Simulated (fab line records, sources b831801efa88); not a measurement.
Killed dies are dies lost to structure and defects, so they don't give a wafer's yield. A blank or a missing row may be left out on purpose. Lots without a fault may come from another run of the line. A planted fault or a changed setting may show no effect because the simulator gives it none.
Problem report in the 8D (eight disciplines) form, filled by code | flow sky130 | the parts of the form that need people (team, actions taken, sign-off) are left out

1. THE PROBLEM
SD_N_RS at SKY_SD_N_RS_MEAS_16 reads a mean of 66.11 ohm/sq on 6 wafers of 2 lots; wafers without a fault read 68.62 ohm/sq with a standard deviation of 0.11. That is -23 standard deviations from the usual mean.
The step: measures by four-point-probe.
First seen on wafer L432.1, day 32 09:04, on film_metro-03. The record holds 33 wafers of 11 lots with a number at this step. Rule for "out", or "out of limits": more than 4 standard deviations from the usual mean. The other wafers with a number count as sound.

2. WHAT IT IS AND WHAT IT IS NOT
question                    | is                     | is not
which readings at this step | SD_N_RS                | -
which lots                  | L432, L433             | L421, L422, L424, L427, L429, L438, L439, L440, L444
which wafers of those lots  | all that have a number | -
read on which gauges        | film_metro-03          | film_metro-02, film_metro-04
when                        | from day 32 09:04      | up to then (15 sound wafers); but 12 sound wafers of L438, L439, L440, L444 came after

3. SUSPECTS, AND WHAT RULES EACH OUT
Counting: a tool at a process step up to the reading stays a suspect if it ran every lot that is out and no sound lot after the first of them.
- the gauge at SKY_SD_N_RS_MEAS_16: ruled out. All the wafers that are out were read on film_metro-03, but those of them that SKY_SD_N_IMPLANT_09 has rows for are out there too, on other tools.
- implanter-03 at SKY_SD_N_IMPLANT_09: kept. It ran every lot that is out, first L432 (day 32 08:22), and no sound lot after that; its last sound lot up to then is L429 (day 31 17:55). Its own readings are out on those wafers: beam_on_s, dose_ions_cm2.
Left after counting: implanter-03 at SKY_SD_N_IMPLANT_09.

4. THE CAUSE (what the simulator had put in)
Process parameter drift: implanter-03, from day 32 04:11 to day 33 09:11, at SKY_SD_N_IMPLANT_09. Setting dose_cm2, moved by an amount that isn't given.
Counting left only this tool.

5. THE CHAIN OF EFFECTS, in route order
Each row: a reading whose mean over the struck wafers that have a number lies more than 3 standard deviations from the usual. Only readings for which the record gives a usual standard deviation are gone through. hours: the time from each lot's start at the first step in this table that gives one to its start at this step, as a median over the lots. sigmas: the change in usual standard deviations.
hours | step                | reading                  | usual        | on struck wafers | change | sigmas
0     | SKY_SD_N_IMPLANT_09 | beam_on_s                | 15.5 s       | 23.4             | +7.9   | +6.1
0     | SKY_SD_N_IMPLANT_09 | dose_ions_cm2            | 4e+15        | 6e+15            | +2e+15 | +99 or more
0     | SKY_SD_N_STRIP_11   | strip_time_to_endpoint_s | 22.54 s      | 23.48            | +0.94  | +21
1     | SKY_SD_N_RS_MEAS_16 | SD_N_RS                  | 68.62 ohm/sq | 66.11            | -2.52  | -23
The process steps in it:
- SKY_SD_N_IMPLANT_09
- SKY_SD_N_STRIP_11: strips in O2/N2.

6. WHAT WOULD HAVE CAUGHT IT SOONER
In this record the first reading out of limits at a measuring or inspecting step was taken at day 32 09:04, 5 hours after the fault began at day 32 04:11.
The tool's own readings at SKY_SD_N_IMPLANT_09 were out on every struck wafer that the step has a row for (beam_on_s, dose_ions_cm2): an alarm limit on them would have fired on the first of those.
Of the lots that are out (2), L433 began SKY_SD_N_IMPLANT_09 on implanter-03 after day 32 09:04. A hold on the tool at that time would have spared it.
